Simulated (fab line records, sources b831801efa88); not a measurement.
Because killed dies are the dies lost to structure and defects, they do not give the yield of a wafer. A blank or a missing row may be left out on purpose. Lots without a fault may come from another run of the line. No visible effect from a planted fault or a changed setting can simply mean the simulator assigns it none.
fab line records ; flow gf180mcu ; part 2 of 2: steps 27 to 36 of 36
record lots=5; wafers=15; last_day=34
route steps=602 shown M3@413 V3@429
lots with no fault: from the same line, run without faults
start_h: the number of hours between the record's first day and the start of the first shown wafer of the lot ; wait_h: how many hours have passed since the lot's step before this one ; " as in the row above ; L1.1+2: a row that stands for several wafers ; - value missing, or start not given ; * or withheld: withheld ; < > ~ a bound
route shown NAME@n: names a module that has steps shown in the file, with the first one's number in the route ; usual: mean/standard deviation taken from wafers without a fault ; same: alike in all rows ; chamber/n: place in a boat ; sites: readings site by site ; _std_site: how widely they spread, as a standard deviation ; _edge_site: mean of outer sites minus mean of inner sites ; radius_mm: how far each site lies from the wafer's centre ; mask NAME#n: copy n ; behind: the tool/chamber that last shaped the wafer ; hold: the reason the lot was held/the length of the hold in hours/how it ended ; device: whichever transistor did not switch (one of n, p or np) ; end of line: tests of these same wafers at the route's end ; a step given without rows: its recipe and nothing more ; killed: dies lost to structure and defects at the first sort, not the wafer's yield ; map: a wafer's dies, x killed, . not, _ none there
set.NAME: the run value of the setting; set.NAME@STEP: its run value at that earlier step ; model.NAME: the simulator's own value behind a step, which no gauge read
lots at some steps of the route; a table a step, a row a wafer
services: from which hour (start_h, from the record's first day; less than 0 if before it) a tool's chamber was out of use, for how many hours, and why
## steps
# step GF_V3_SOFTBAKE_10
# recipe temp_c=130; time_s=60; resist=KrF
# usual chill_plate_temp_C=23.01/0.1
lot.wafer;tool;chamber;start_h;wait_h;chill_plate_temp_C
L077.1;litho_track-04;0;-;-;23.07
L077.2;litho_track-04;0;-;-;23.01
L077.4;litho_track-04;0;-;-;22.92
L079.1;litho_track-02;0;-;-;23.04
L079.4;litho_track-02;0;-;-;22.87
L079.6;litho_track-02;0;-;-;22.87
L083.1;litho_track-04;0;-;-;23.02
L083.2;litho_track-04;0;-;-;23.03
L083.6;litho_track-04;0;-;-;23.10
L094.1;litho_track-02;0;-;-;23.12
L094.5;litho_track-02;0;-;-;22.88
L094.6;litho_track-02;0;-;-;23.21
L097.2;litho_track-02;0;-;-;22.90
L097.3;litho_track-02;0;-;-;23.00
L097.5;litho_track-02;0;-;-;22.97
# step GF_V3_EXPOSE_11
# recipe mask_id=Via3; target_cd_nm=260; na=0.68; source_shape=conventional; sigma_outer=0.6; dose_mj=38
lot.wafer;tool;chamber;start_h;wait_h;mask
L077.1+2+4;krf_scanner-01;0;-;-;Via3#0
L079.1+4+6;krf_scanner-01;0;-;-;Via3#0
L083.1+2+6;krf_scanner-01;0;-;-;Via3#0
L094.1+5+6;krf_scanner-01;0;-;-;Via3#0
L097.2+3+5;krf_scanner-01;0;-;-;Via3#0
# step GF_V3_PEB_12
# recipe peb_temp_c=135; peb_time_s=90; resist=KrF
# usual chill_plate_temp_C=23.02/0.1
lot.wafer;tool;chamber;start_h;wait_h;chill_plate_temp_C
L077.1;litho_track-03;0;-;-;22.91
L077.2;litho_track-03;0;-;-;22.87
L077.4;litho_track-03;0;-;-;22.99
L079.1;litho_track-02;0;-;-;23.13
L079.4;litho_track-02;0;-;-;23.08
L079.6;litho_track-02;0;-;-;22.96
L083.1;litho_track-02;0;-;-;23.03
L083.2;litho_track-02;0;-;-;23.11
L083.6;litho_track-02;0;-;-;23.05
L094.1;litho_track-03;0;-;-;23.00
L094.5;litho_track-03;0;-;-;23.03
L094.6;litho_track-03;0;-;-;23.07
L097.2;litho_track-04;0;-;-;23.09
L097.3;litho_track-04;0;-;-;23.08
L097.5;litho_track-04;0;-;-;22.93
# step GF_V3_DEVELOP_13
# recipe develop_time_s=60; resist=KrF; dev_temp_c=21
# usual chill_plate_temp_C=22.99/0.11
lot.wafer;tool;chamber;start_h;wait_h;chill_plate_temp_C
L077.1;litho_track-03;0;534.61;0.2;23.00
L077.2;litho_track-03;0;534.61;0.2;23.01
L077.4;litho_track-03;0;534.61;0.2;22.97
L079.1;litho_track-02;0;546.58;0.2;23.01
L079.4;litho_track-02;0;546.58;0.2;22.90
L079.6;litho_track-02;0;546.58;0.2;22.99
L083.1;litho_track-02;0;580.83;0.2;22.81
L083.2;litho_track-02;0;580.83;0.2;23.02
L083.6;litho_track-02;0;580.83;0.2;23.13
L094.1;litho_track-03;0;685.41;0.2;23.15
L094.5;litho_track-03;0;685.41;0.2;22.98
L094.6;litho_track-03;0;685.41;0.2;22.86
L097.2;litho_track-04;0;696.74;0.2;22.84
L097.3;litho_track-04;0;696.74;0.2;22.88
L097.5;litho_track-04;0;696.74;0.2;22.83
# step GF_V3_CD_MEAS_14
# recipe target_cd_nm=260
# usual cd_nm=260.1/1.4
lot.wafer;tool;chamber;start_h;wait_h;cd_nm
L077.1;cd_sem-02;-;534.94;0.3;261.9
L077.2;cd_sem-02;-;534.94;0.3;261.0
L077.4;cd_sem-02;-;534.94;0.3;261.7
L079.1;cd_sem-01;-;546.73;0.1;260.5
L079.4;cd_sem-01;-;546.73;0.1;260.9
L079.6;cd_sem-01;-;546.73;0.1;258.1
L083.1;cd_sem-02;-;580.98;0.1;261.7
L083.2;cd_sem-02;-;580.98;0.1;261.6
L083.6;cd_sem-02;-;580.98;0.1;261.6
L094.1;cd_sem-02;-;685.56;0.1;261.1
L094.5;cd_sem-02;-;685.56;0.1;260.9
L094.6;cd_sem-02;-;685.56;0.1;260.9
L097.2;cd_sem-02;-;696.88;0.1;260.5
L097.3;cd_sem-02;-;696.88;0.1;261.8
L097.5;cd_sem-02;-;696.88;0.1;259.9
# step GF_V3_OVL_MEAS_15
# usual V3_OVL=-1/5.2
lot.wafer;tool;chamber;start_h;wait_h;V3_OVL[nm]
L077.1;overlay-02;-;535.06;0.1;-2
L077.2;overlay-02;-;535.06;0.1;1
L077.4;overlay-02;-;535.06;0.1;-2
L079.1;overlay-01;-;546.85;0.1;-5
L079.4;overlay-01;-;546.85;0.1;3
L079.6;overlay-01;-;546.85;0.1;3
L083.1;overlay-02;-;581.10;0.1;1
L083.2;overlay-02;-;581.10;0.1;6
L083.6;overlay-02;-;581.10;0.1;1
L094.1;overlay-01;-;685.68;0.1;0
L094.5;overlay-01;-;685.68;0.1;-10
L094.6;overlay-01;-;685.68;0.1;-3
L097.2;overlay-02;-;696.99;0.1;-5
L097.3;overlay-02;-;696.99;0.1;0
L097.5;overlay-02;-;696.99;0.1;-6
# step GF_V3_ETCH_16
# recipe chemistry=N2/H2; target_depth_a=withheld; overetch_a=withheld; time_s=withheld; target=BARC; ion_energy_ev=200; source_w=500; bias_w=100; pressure_mtorr=30; n2_flow_sccm=100; h2_flow_sccm=200
# usual drypump_motor_current_A=5.8/0.38; oes_product_au=0.855/0.0046; throttle_valve_pct=13.225/0.009
lot.wafer;tool;chamber;start_h;wait_h;drypump_motor_current_A;oes_product_au;throttle_valve_pct
L077.1;rie_diel-02;1;535.10;0.0;5.5;0.856;13.222
L077.2;rie_diel-02;3;535.10;0.0;6.2;0.853;13.223
L077.4;rie_diel-02;2;535.10;0.0;5.9;0.852;13.229
L079.1;rie_diel-01;2;546.88;0.0;5.1;0.863;13.226
L079.4;rie_diel-01;0;546.88;0.0;5.4;0.859;13.218
L079.6;rie_diel-01;1;546.88;0.0;5.6;0.858;13.229
L083.1;rie_diel-01;1;581.13;0.0;5.6;0.856;13.229
L083.2;rie_diel-01;0;581.13;0.0;5.4;0.851;13.229
L083.6;rie_diel-01;3;581.13;0.0;5.8;0.855;13.229
L094.1;rie_diel-02;1;685.72;0.0;5.5;0.858;13.234
L094.5;rie_diel-02;1;685.72;0.0;5.5;0.861;13.227
L094.6;rie_diel-02;2;685.72;0.0;5.9;0.858;13.236
L097.2;rie_diel-02;2;697.02;0.0;5.9;0.855;13.221
L097.3;rie_diel-02;0;697.02;0.0;6.1;0.855;13.226
L097.5;rie_diel-02;2;697.02;0.0;5.9;0.857;13.220
# step GF_V3_ETCH_17
# recipe chemistry=C4F8/O2/Ar; mask_material=KrF; target=SiO2; stop_on=TiN; source_w=1500; bias_w=1200; pressure_mtorr=40; c4f8_flow_sccm=withheld; O2_flow_sccm=6; Ar_flow_sccm=300; time_s=withheld; target_depth_a=6350
# usual oes_product_au=0.856/0.0043
lot.wafer;tool;chamber;start_h;wait_h;oes_product_au
L077.1;rie_diel-02;1;-;-;0.852
L077.2;rie_diel-02;3;-;-;0.854
L077.4;rie_diel-02;2;-;-;0.862
L079.1;rie_diel-01;2;-;-;0.857
L079.4;rie_diel-01;0;-;-;0.849
L079.6;rie_diel-01;1;-;-;0.852
L083.1;rie_diel-01;1;-;-;0.857
L083.2;rie_diel-01;0;-;-;0.856
L083.6;rie_diel-01;3;-;-;0.857
L094.1;rie_diel-02;1;-;-;0.856
L094.5;rie_diel-02;1;-;-;0.852
L094.6;rie_diel-02;2;-;-;0.864
L097.2;rie_diel-02;2;-;-;0.849
L097.3;rie_diel-02;0;-;-;0.855
L097.5;rie_diel-02;2;-;-;0.863
# step GF_V3_STRIP_18
# recipe chemistry=O2/N2; power_w=1400; pressure_mtorr=1500; platen_temp_c=250; o2_flow_sccm=3000; n2_flow_sccm=300; overash_fraction=0.5
# usual drypump_motor_current_A=5.9/0.62; heater_power_w=348/24; oes_product_au=0.594/0.0047; platen_temp_c=249.97/0.19
lot.wafer;tool;chamber;start_h;wait_h;drypump_motor_current_A;heater_power_w;oes_product_au;platen_temp_c;rf_hours_counter_h
L077.1;plasma_asher-01;1;535.23;-;6.3;368;0.592;249.85;88
L077.2;plasma_asher-01;0;535.23;-;6.5;341;0.594;249.78;88
L077.4;plasma_asher-01;0;535.23;-;6.5;334;0.601;249.92;-
L079.1;plasma_asher-02;1;547.01;-;5.9;324;0.591;250.13;45
L079.4;plasma_asher-02;1;547.01;-;5.9;315;0.596;250.12;-
L079.6;plasma_asher-02;0;547.01;-;5.2;328;0.582;249.96;-
L083.1;plasma_asher-01;1;581.26;-;6.3;376;0.594;250.29;93
L083.2;plasma_asher-01;0;581.26;-;6.5;337;0.596;249.61;93
L083.6;plasma_asher-01;0;581.26;-;6.5;332;0.583;249.60;-
L094.1;plasma_asher-01;1;685.85;-;6.3;367;0.595;249.84;105
L094.5;plasma_asher-01;1;685.85;-;6.3;376;0.598;249.93;-
L094.6;plasma_asher-01;0;685.85;-;6.5;344;0.594;249.92;-
L097.2;plasma_asher-02;0;697.15;-;5.2;337;0.596;250.14;62
L097.3;plasma_asher-02;0;697.15;-;5.2;338;0.593;250.03;-
L097.5;plasma_asher-02;0;697.15;-;5.2;337;0.596;250.07;-
# step GF_V3_STRIP_19
# recipe chemistry=post_etch_residue_remover; time_s=1200; temp_c=72.5
lot.wafer;tool;chamber;start_h;wait_h
L077.1+2+4;wet_bench-03;3;535.33;0.1
L079.1+4+6;wet_bench-01;2;547.11;0.1
L083.1+2+6;wet_bench-01;2;581.36;0.1
L094.1+5+6;wet_bench-01;2;685.95;0.1
L097.2+3+5;wet_bench-01;0;697.25;0.1
## services
tool;chamber;start_h;hours;kind
rie_diel-01;1;467.07;2.9;repair
hdpcvd-02;-;468.80;2.8;pm
pvd_sputter-01;-;492.24;3.8;repair
rie_diel-02;2;492.68;2.6;repair
krf_scanner-01;-;492.84;1.3;pm
cmp-02;-;504.98;15.0;pm
pvd_sputter-01;-;520.43;4.7;repair
rie_diel-01;3;522.27;3.4;repair
cmp-02;-;531.89;4.4;pm
plasma_asher-02;-;535.89;0.6;repair
hdpcvd-02;-;539.25;15.0;pm
cmp-02;-;550.84;12.0;repair
plasma_asher-01;-;557.42;4.3;pm
pvd_sputter-01;-;558.29;4.2;repair
rie_diel-02;-;567.06;2.8;pm
cmp-02;-;572.00;4.0;pm
krf_scanner-02;-;574.81;0.4;repair
krf_scanner-01;-;589.48;1.0;pm
krf_scanner-02;-;601.24;1.0;pm
krf_scanner-01;-;617.52;0.8;pm
rie_diel-01;1;618.41;8.3;repair
rie_diel-01;2;665.94;29.3;repair
krf_scanner-01;-;668.74;1.3;pm
plasma_asher-01;-;672.30;0.7;repair
